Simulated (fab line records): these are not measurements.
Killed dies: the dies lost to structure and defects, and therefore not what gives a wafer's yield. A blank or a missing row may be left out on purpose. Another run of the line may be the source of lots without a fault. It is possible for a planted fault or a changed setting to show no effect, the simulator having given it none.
A single fault, viewed from 2 desks / flow gf180mcu / only its own numbers are on each desk; what lay behind them is given at the end

== AT THE TOOL OWNER'S DESK: implanter-03 ==
The tool's own readings at GF_NSD_IMPLANT_09: means of the sampled wafers that have a number, for each lot that ran on this tool. A lot is out of limits, marked OUT, if its mean lies more than 4 standard deviations from the usual mean; the brackets give that distance.
Columns: A = beamEnergyKeV at GF_NSD_IMPLANT_09, usual 60.001; B = doseIonsCm2 at GF_NSD_IMPLANT_09, usual 4e+15
lot=L870; first seen here=day 14 17:33; A=60.016; B=4e+15
lot=L872; first seen here=day 15 08:29; A=60.010; B=4e+15
lot=L879; first seen here=day 17 23:37; A=48.323 (-99 or more) OUT; B=4e+15
lot=L880; first seen here=day 18 12:04; A=48.333 (-99 or more) OUT; B=4e+15
lot=L889; first seen here=day 21 12:51; A=60.006; B=4e+15
This desk finds L879, L880 out of limits, L879 being first, at day 17 23:37 (beamEnergyKeV at GF_NSD_IMPLANT_09). In limits: L870, L872, L889.

== THE METROLOGY DESK ==
Means of the sampled wafers that have a number, per lot and without regard to the tool the lot ran on: this is what the gauges read. A lot is out of limits, marked OUT, if its mean lies more than 4 standard deviations from the usual mean; the brackets give that distance.
Columns: A = HV_LDD_02_OVL at GF_HV_LDD_OVL_MEAS_32, usual 0.8 nm; B = NSD_TW at GF_NSD_TW_MEAS_12, usual 4234; C = NSD_RS at GF_PSD_RS_MEAS_14, usual 46.17 ohm/sq
lot=L866; first seen here=day 11 08:13; A=0.8; B=4279; C=46.12
lot=L870; first seen here=day 12 12:37; A=0.3; B=4194; C=46.29
lot=L871; first seen here=day 13 05:43; A=-0.2; B=4249; C=46.20
lot=L872; first seen here=day 13 07:04; A=-1.3; B=4197; C=46.10
lot=L877; first seen here=day 15 06:07; A=0.7; B=4250; C=46.34
lot=L878; first seen here=day 15 20:28; A=-0.2; B=4280; C=46.12
lot=L879; first seen here=day 15 21:05; A=-0.1; B=4068 (-5.0) OUT; C=49.71 (+32) OUT
lot=L880; first seen here=day 16 11:46; A=0.4; B=4078 (-4.7) OUT; C=49.47 (+30) OUT
lot=L883; first seen here=day 17 07:43; A=0.9; B=4198; C=46.16
lot=L885; first seen here=day 17 19:47; A=-0.8; B=4176; C=46.15
lot=L889; first seen here=day 19 08:14; A=1.7; B=4280; C=46.06
This desk finds L879, L880 out of limits, with the earliest case on L879 at day 18 00:01 (NSD_TW at GF_NSD_TW_MEAS_12). In limits: L866, L870, L871, L872, L877, L878, L883, L885, L889.

== TAKEN TOGETHER ==
The tool owner's desk could have raised an alarm at day 17 23:37, on L879, L880.
Metrology desk: alarm possible at day 18 00:01 on L879, L880.
GF_NSD_IMPLANT_09 was run on implanter-03 by each of the lots named.

== WHAT THE SIMULATOR HAD PUT IN ==
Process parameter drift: implanter-03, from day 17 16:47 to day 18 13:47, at GF_NSD_IMPLANT_09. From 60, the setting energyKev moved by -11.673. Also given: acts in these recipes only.
Shown lots that were struck: L879, L880.
Counting hours from when the fault started, the first reading out of limits came at 7 for the tool owner's desk and at 7 for the metrology desk.
